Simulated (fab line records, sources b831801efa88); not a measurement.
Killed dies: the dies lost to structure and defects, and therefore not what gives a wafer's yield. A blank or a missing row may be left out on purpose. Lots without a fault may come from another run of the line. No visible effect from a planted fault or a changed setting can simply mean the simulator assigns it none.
A lot that was struck, set against a sound lot | flow gf180mcu | 16 out of 602 route steps
Sound: wafers L569.2, L569.3, L569.6. Struck: wafer L589.5 (L589.1, L589.3, from the same lot, were not struck and are left out); the cause is given at the end.
Each step with rows lists, per side, the tool, then ch with its chambers, then its first start. Under that, the readings that differ: sound wafers | struck wafers | difference of the means | sigmas: that difference in standard deviations of wafers without a fault.
alike: same words and numbers on both sides, and readings whose means sit less than 2 such deviations apart. not compared: any withheld reading, any reading some wafer has no value for, any bound like >300 that may hide the same value, and any number with overlapping values for which the record gives no deviation.
The two part at a step that has a row with sigmas, a row that says differs or no value, or rows on one side only. When numbers do not overlap yet have no deviation, they are printed without sigmas and do not part them. A reading that every wafer of one side lacks parts them only if that side has two wafers or more.

first, 4 steps without rows for these wafers: GF_DNWELL_EXPOSE_04 (exposes mask DNWELL, target cd 1700 nm); GF_DNWELL_PEB_05; GF_DNWELL_DEVELOP_06 (develop time 60 s); GF_DNWELL_IMPLANT_07.
GF_DNWELL_STRIP_08: strips in O2/N2.
  sound on plasma_asher-04 ch 0,1, day 3 07:44; struck on plasma_asher-01 ch 1, day 7 17:02
  alike: drypump_motor_current_A, heater_power_w, oes_product_au, strip_time_to_endpoint_s
  not compared: rf_hours_counter_h
GF_DNWELL_TW_MEAS_09:
  struck on film_metro-03, day 7 17:08; sound on film_metro-03, day 3 07:50
  alike: DNWELL_TW
then, 6 steps without rows for these wafers: GF_NWELL_DEHYDRATE_00 (time 60 s); GF_NWELL_HMDS_01 (prime time 60 s); GF_NWELL_COAT_02 (resist thk 3000 nm); GF_NWELL_SOFTBAKE_03; GF_NWELL_EXPOSE_04 (exposes mask Nwell, target cd 860 nm); GF_NWELL_PEB_05.
GF_NWELL_DEVELOP_06: develop time 60 s.
  sound on litho_track-04 ch 0, day 3 21:00; struck on litho_track-03 ch 0, day 8 09:00
GF_NWELL_OVL_MEAS_07:
  struck on overlay-01, day 8 09:16; sound on overlay-01, day 3 21:10
  not compared: NWELL_OVL
after that, 1 step had no rows for these wafers: GF_NWELL_IMPLANT_08.
-- the record jumps here: 26 days lie between the struck wafers' starts before and after (it left off in module NWELL and takes up again in module PASSIVATION, whose first step shown is number 602 of the route) --
GF_PASSIVATION_PROBE_99:
  rows exist in the record for the struck wafers here (prober-01, day 34 20:42), but not for the sound ones

## WHERE THEY PART
Within this record, at GF_PASSIVATION_PROBE_99 only.

WHY: the cause the simulator had injected
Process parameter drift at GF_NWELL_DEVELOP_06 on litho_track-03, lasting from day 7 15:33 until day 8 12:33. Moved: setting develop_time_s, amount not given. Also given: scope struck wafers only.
